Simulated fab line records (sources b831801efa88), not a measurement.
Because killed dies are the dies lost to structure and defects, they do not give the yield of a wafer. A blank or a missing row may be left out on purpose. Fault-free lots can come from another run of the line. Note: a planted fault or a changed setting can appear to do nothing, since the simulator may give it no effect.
fab line records + flow sky130
[record]
- lots = 14
- wafers = 42
- last_day = 50
route steps=708 shown VIA1@467
lots untouched by any fault: they come from a run of this same line in which no faults occurred
start_h: start of the lot's first displayed wafer, in hours after the record's first day + wait_h: hours from the lot's prior step to this one + " unchanged from the row above + L1.1+2: several wafers, shown together as one row + - no value, or no start given + * or withheld: withheld + < > ~ a bound
route shown NAME@n: a module of which the file shows steps, and the number in the route of the first + usual: the fault-free wafers' mean and standard deviation + same: alike in all rows + chamber/n: place in a boat + sites: readings site by site + _std_site: the values' standard deviation + _edge_site: inner sites' mean taken away from outer sites' mean + radius_mm: for every site, how far away it sits from the centre of the wafer + mask NAME#n: copy n + behind: the most recent tool/chamber to have shaped the wafer + hold: why the lot was held/for how many hours/how that ended + device: whichever transistor did not switch (one of n, p or np) + end of line: tests run on the same wafers once the route is complete + where a step has no rows: the recipe by itself + killed: count of dies lost to structure and defects at first sort (not the wafer's yield) + map: a wafer's dies, x killed, . not, _ none there
set.NAME: the setting that was run; set.NAME@STEP: the one run at that earlier step + model.NAME: the simulator's own value behind a step, which no gauge read
one table for each step of the route and one row for each wafer, over a sample of lots
services: the hour from which a tool's chamber was out of use, counted from the record's first day as start_h (under 0 if before that day), plus the number of hours and why
[[steps]]
[step SKY_VIA1_EXPOSE_09]
[recipe]
- mask_id = VIM
- na = 0.8
- source_shape = annular
- sigma_inner = 0.55
- sigma_outer = 0.85
- target_cd_nm = 150
- dose_mj = 38
[usual]
- exposure_dose_mJ_cm2 = 38.3/0.31
- focus_offset_nm = 0.1/0.57
| lot.wafer | tool           | chamber | start_h | wait_h | mask  | exposure_dose_mJ_cm2 | focus_offset_nm |
|-----------|----------------|---------|---------|--------|-------|----------------------|-----------------|
| L368.1    | krf_scanner-02 | 0       | 792.17  | -      | VIM#0 | 37.9                 | 0.0             |
| L368.4    | "              | 0       | "       | "      | VIM#0 | 37.9                 | 0.1             |
| L368.5    | "              | 0       | "       | "      | VIM#0 | 37.9                 | 0.3             |
| L369.1    | krf_scanner-01 | 0       | 800.89  | -      | VIM#0 | 38.5                 | -0.3            |
| L369.3    | "              | 0       | "       | "      | VIM#0 | 38.5                 | 0.2             |
| L369.5    | "              | 0       | "       | "      | VIM#0 | 38.5                 | -0.5            |
| L370.2    | krf_scanner-01 | 0       | 810.17  | -      | VIM#0 | 38.5                 | 0.8             |
| L370.4    | "              | 0       | "       | "      | VIM#0 | 38.5                 | 0.7             |
| L370.6    | "              | 0       | "       | "      | VIM#0 | 38.5                 | 0.3             |
| L371.2    | krf_scanner-02 | 0       | 823.96  | -      | VIM#0 | 37.8                 | -0.3            |
| L371.4    | "              | 0       | "       | "      | VIM#0 | 37.9                 | 1.1             |
| L371.6    | "              | 0       | "       | "      | VIM#0 | 37.9                 | 0.5             |
| L373.4    | krf_scanner-01 | 0       | 844.59  | -      | VIM#0 | 38.5                 | 0.6             |
| L373.5    | "              | 0       | "       | "      | VIM#0 | 38.5                 | 0.3             |
| L373.6    | "              | 0       | "       | "      | VIM#0 | 38.5                 | -0.1            |
| L372.1    | krf_scanner-01 | 0       | 847.67  | -      | VIM#0 | 38.6                 | 2.1             |
| L372.5    | "              | 0       | "       | "      | VIM#0 | 38.5                 | 0.6             |
| L372.6    | "              | 0       | "       | "      | VIM#0 | 38.5                 | 0.5             |
| L375.3    | krf_scanner-01 | 0       | 859.20  | -      | VIM#0 | 38.5                 | 0.2             |
| L375.4    | "              | 0       | "       | "      | VIM#0 | 38.5                 | -1.2            |
| L375.5    | "              | 0       | "       | "      | VIM#0 | 38.6                 | -0.5            |
| L376.1    | krf_scanner-01 | 0       | 861.22  | -      | VIM#0 | 38.5                 | -0.7            |
| L376.3    | "              | 0       | "       | "      | VIM#0 | 38.6                 | 0.2             |
| L376.5    | "              | 0       | "       | "      | VIM#0 | 38.5                 | 0.1             |
| L378.1    | krf_scanner-02 | 0       | 878.69  | -      | VIM#0 | 37.9                 | 0.1             |
| L378.2    | "              | 0       | "       | "      | VIM#0 | 37.9                 | 0.3             |
| L378.6    | "              | 0       | "       | "      | VIM#0 | 37.9                 | -0.8            |
| L379.2    | krf_scanner-01 | 0       | 883.70  | -      | VIM#0 | 38.5                 | 0.2             |
| L379.4    | "              | 0       | "       | "      | VIM#0 | 38.6                 | 1.0             |
| L379.5    | "              | 0       | "       | "      | VIM#0 | 38.5                 | 0.8             |
| L381.3    | krf_scanner-01 | 0       | 898.83  | -      | VIM#0 | 38.5                 | -0.8            |
| L381.4    | "              | 0       | "       | "      | VIM#0 | 38.5                 | -0.5            |
| L381.6    | "              | 0       | "       | "      | VIM#0 | 38.5                 | -1.1            |
| L387.4    | krf_scanner-02 | -       | 936.60  | -      | VIM#0 | -                    | -               |
| L387.5    | "              | -       | "       | "      | VIM#0 | -                    | -               |
| L387.6    | "              | -       | "       | "      | VIM#0 | -                    | -               |
| L388.1    | krf_scanner-01 | -       | 943.68  | -      | VIM#0 | -                    | -               |
| L388.4    | "              | -       | "       | "      | VIM#0 | -                    | -               |
| L388.6    | "              | -       | "       | "      | VIM#0 | -                    | -               |
| L389.1    | krf_scanner-01 | 0       | 949.10  | -      | VIM#0 | 38.5                 | 0.8             |
| L389.2    | "              | 0       | "       | "      | VIM#0 | 38.5                 | 1.3             |
| L389.4    | "              | 0       | "       | "      | VIM#0 | 38.5                 | 0.2             |
[[services]]
| tool           | chamber | start_h | hours | kind        |
|----------------|---------|---------|-------|-------------|
| krf_scanner-01 | -       | 774.27  | 0.6   | repair      |
| krf_scanner-02 | -       | 816.80  | 0.8   | pm          |
| krf_scanner-01 | -       | 817.60  | 1.0   | pm          |
| krf_scanner-02 | -       | 840.19  | 2.0   | repair      |
| krf_scanner-01 | -       | 852.24  | 1.3   | pm          |
| krf_scanner-01 | -       | 854.40  | 0.8   | pm          |
| krf_scanner-02 | -       | 857.36  | 3.6   | pm          |
| krf_scanner-02 | -       | 862.21  | 1.0   | pm          |
| krf_scanner-01 | -       | 875.76  | 4.0   | pm          |
| krf_scanner-02 | -       | 883.22  | 6.6   | repair      |
| krf_scanner-02 | 0       | 889.83  | -     | calibration |
| krf_scanner-02 | -       | 909.01  | 1.3   | pm          |
| krf_scanner-01 | 0       | 922.49  | -     | calibration |
| krf_scanner-02 | -       | 944.29  | 1.8   | repair      |
[[key]]
[first_sign]
- step = SKY_VIA1_EXPOSE_09
- reading = tool_record
- direction = missing
effect none on later readings
met_at SKY_VIA1_EXPOSE_09
struck_lots L387,L388
later_rows_left_out L387.4,L387.5,L387.6,L388.1,L388.4,L388.6
sort_left_out L387.4,L387.5,L387.6,L388.1,L388.4,L388.6
onset_between 898.83 936.60
[fault]
- kind = skipped_step_whole
- tool = krf_scanner-01,krf_scanner-02
- chamber = -
- onset_h = 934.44
- steps = SKY_VIA1_EXPOSE_09
- scope = struck_lots_only
// sort_left_out: the simulated sort isn't trusted on such a fault, so these wafers' sort isn't shown, and their yield isn't known
// later_rows_left_out: the simulator's readings of these wafers behind a module that went badly wrong aren't trusted and aren't shown, but for the sort
